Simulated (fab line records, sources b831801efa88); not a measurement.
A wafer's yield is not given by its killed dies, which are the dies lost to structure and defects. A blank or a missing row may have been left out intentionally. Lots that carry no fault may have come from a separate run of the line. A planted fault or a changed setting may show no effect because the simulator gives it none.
A single fault, viewed from 2 desks ; flow sky130 ; each desk has only its own numbers; what lay behind them comes last

## DESK OF THE TOOL OWNER: wet bench-03
The tool's own readings at SKY_NWELL_CLEAN_27 (cleans in SC1/SC2, time 150 s): means of the sampled wafers that have a number, for each lot that ran on this tool. Marked OUT: a lot whose mean sits more than 4 standard deviations from the usual mean, which makes it out of limits; the brackets give that distance.
Columns: A = bath heat duty pct at SKY_NWELL_CLEAN_27, usual 13.2 %; B = run length s at SKY_NWELL_CLEAN_27, usual 179 s
lot;first seen here;A;B
L447;day 5 13:20;12.9;177
L455;day 7 17:48;15.9;85 (-25) OUT
L459;day 8 14:24;15.5;91 (-24) OUT
This desk's verdict: out of limits on L455, L459, starting with L455 at day 7 17:48 (run length s at SKY_NWELL_CLEAN_27). L447 stayed within limits.

## AT THE METROLOGY DESK
Lot by lot, what the gauges showed, no matter which tool ran the lot: averages of those sampled wafers that carry a number. Marked OUT: a lot whose mean sits more than 4 standard deviations from the usual mean, which makes it out of limits; the brackets give that distance.
Columns: A = NWELL_TW at SKY_NWELL_TW_MEAS_15, usual 1814; B = NWELL_01_OVL at SKY_NWELL_OVL_MEAS_23, usual -2.2 nm; C = NWELL_2_TW at SKY_NWELL_TW_MEAS_26, usual 495
lot;first seen here;A;B;C
L447;day 4 19:14;1794;0.0;502
L455;day 6 21:18;1782;-1.7;503
L459;day 7 17:36;1819;-1.2;490
L462;day 8 09:26;1844;-2.8;487
L463;day 8 16:14;1796;-3.3;488
L467;day 9 15:27;1839;-1.8;495
Result from this desk: across the 6 lots, nothing is out of limits.

## PUT TOGETHER
An alarm could have come from the tool owner's desk at day 7 17:48, on L455, L459.
Metrology desk: nothing out of limits seen.
The metrology desk has L455, L459 on record, within its limits.
The lots listed all ran SKY_NWELL_CLEAN_27 on wet bench-03.

## WHAT THE SIMULATOR PUT IN
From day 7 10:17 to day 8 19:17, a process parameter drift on wet bench-03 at SKY_NWELL_CLEAN_27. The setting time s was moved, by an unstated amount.
Shown lots that were struck: L455, L459.
Delay in hours, fault start to first out-of-limits reading, by desk: the tool owner's desk at 8.
